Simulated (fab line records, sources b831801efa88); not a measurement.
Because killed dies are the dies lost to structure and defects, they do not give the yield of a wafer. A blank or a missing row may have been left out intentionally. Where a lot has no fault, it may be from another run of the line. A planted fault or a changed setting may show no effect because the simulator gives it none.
Comparing a struck lot with a sound one | flow sky130 | 19 out of 708 route steps
Sound: the wafers L288.1, L288.4, L288.5. Wafers L292.2, L292.4, L292.6 were the ones struck. The cause comes at the end.
Order at every step that has rows: each side's tool, ch and its chambers, its first start. Under that, the readings that differ: sound wafers | struck wafers | difference of the means | sigmas: that difference in standard deviations of wafers without a fault.
alike: a reading whose means differ by less than 2 such deviations, as well as words and numbers matching on both sides. not compared: withheld readings; readings where some wafer has no value; bounds like >300 that might hide an equal value; numbers whose values overlap and for which the record gives no deviation.
A row with sigmas, a row that says differs or no value, or rows on one side alone: a step with any of these is where the two part. When numbers do not overlap yet have no deviation, they are printed without sigmas and do not part them. A reading that every wafer of one side lacks parts them only if that side has two wafers or more.

first, 1 step without rows for these wafers: SKY_LDD_HVP_IMPLANT_08.
SKY_LDD_HVP_STRIP_09: strips in O2/N2.
  sound on plasma asher-02 ch 0,1, day 21 09:34; struck on plasma asher-03 ch 0,1, day 23 09:58
  alike: drypump motor current A, oes product au, strip time to endpoint s
  not compared: rf hours counter h
SKY_LDD_HVP_TW_MEAS_10:
  sound on film metro-03, day 21 09:40; struck on film metro-02, day 23 10:05
  alike: LDD_HVP_TW
then, 7 steps without rows for these wafers: SKY_LDD_LDN_DEHYDRATE_00 (time 60 s); SKY_LDD_LDN_HMDS_01 (prime time 60 s); SKY_LDD_LDN_COAT_02 (resist thk 1140 nm); SKY_LDD_LDN_SOFTBAKE_03 (time 60 s); SKY_LDD_LDN_EXPOSE_04 (exposes mask LDNTM, target cd 700 nm); SKY_LDD_LDN_PEB_05; SKY_LDD_LDN_DEVELOP_06 (develop time 60 s).
SKY_LDD_LDN_OVL_MEAS_07:
  sound on overlay-01, day 22 16:11; struck on overlay-02, day 24 16:02
  alike: LDD_LDN_OVL
next, for these wafers, 1 step has no rows: SKY_LDD_LDN_IMPLANT_08.
SKY_LDD_LDN_IMPLANT_09:
  sound on implanter-04 ch 0, day 22 16:22; struck on implanter-02 ch 0, day 24 16:14
  reading                   | sound             | struck            | difference | sigmas
  implant ion amu           | 75 75 75          | 31 31 31          | -44        |
  model.implant.rp nm (nm)  | 13.01 13.01 13.01 | 22.85 22.85 22.85 | +9.84      |
  model.implant.drp nm (nm) | 5.933 5.933 5.933 | 10.9 10.9 10.9    | +5.0       |
  alike: rotation deg
then, 2 steps without rows for these wafers: SKY_LDD_LDN_IMPLANT_10; SKY_LDD_LDN_IMPLANT_11.
SKY_LDD_LDN_STRIP_12: strips in O2/N2.
  sound on plasma asher-04 ch 0,1, day 22 16:49; struck on plasma asher-02 ch 1, day 24 16:40
  reading                      | sound             | struck            | difference | sigmas
  strip time to endpoint s (s) | 14.17 14.20 14.26 | 14.13 14.14 14.12 | -0.08      | -2
  alike: drypump motor current A, oes product au
  not compared: rf hours counter h
SKY_LDD_LDN_TW_MEAS_13:
  sound on film metro-04, day 22 16:55; struck on film metro-03, day 24 16:47
  reading    | sound          | struck         | difference | sigmas
  LDD_LDN_TW | 1461 1464 1467 | 1418 1420 1417 | -46        | -6
then, 1 step without rows for these wafers: SKY_LDD_LDN_CLEAN_14 (cleans in SC1/SC2, time 150 s).
-- a jump in the record: the struck wafers' starts before and after are 22 days apart (it breaks off in module LDD_LDN and resumes in module PAD_OPEN, where the first step shown is number 708 of the route) --
SKY_PAD_OPEN_PROBE_99:
  sound on prober-01, day 45 15:36; struck on prober-02, day 47 00:34
  reading                                     | sound                   | struck                  | difference | sigmas
  model.etest.tip sonos.rs ohm sq             | 2569 2546 2568          | 1890 1868 1868          | -686       |
  model.etest.sonos uncharged.r on ohm um     | 816 815.1 796.7         | 767.1 787.8 768.1       | -34.9      |
  model.etest.sonos programmed.off log10 a um | -14.01 -13.97 -14.02    | -12.39 -11.89 -11.7     | +2.01      |
  model.etest.sonos programmed.vt v (V)       | 1.445 1.361 1.383       | 1.313 1.222 1.238       | -0.139     |
  model.etest.sonos uncharged.vt v (V)        | -0.4444 -0.4124 -0.4932 | -0.5631 -0.5339 -0.5841 | -0.1104    |
  model.etest.sonos baked.vt v (V)            | 0.9186 0.9118 0.9147    | 0.8161 0.7867 0.7324    | -0.1366    |
  model.etest.sonos erased.vt v (V)           | -2.253 -2.191 -2.26     | -2.406 -2.361 -2.367    | -0.143     |
  alike: killed_at_M0_to_M3, killed_at_M4_up, killed at contacts, killed at front end, killed at other, killed dies, killed open, killed short

== WHERE THEY PART ==
Last at SKY_LDD_LDN_TW_MEAS_13 as far as this record goes, first at SKY_LDD_LDN_STRIP_12. Later steps at which nothing parts them and some readings are alike: SKY_PAD_OPEN_PROBE_99.

WHY: whatever the simulator had introduced
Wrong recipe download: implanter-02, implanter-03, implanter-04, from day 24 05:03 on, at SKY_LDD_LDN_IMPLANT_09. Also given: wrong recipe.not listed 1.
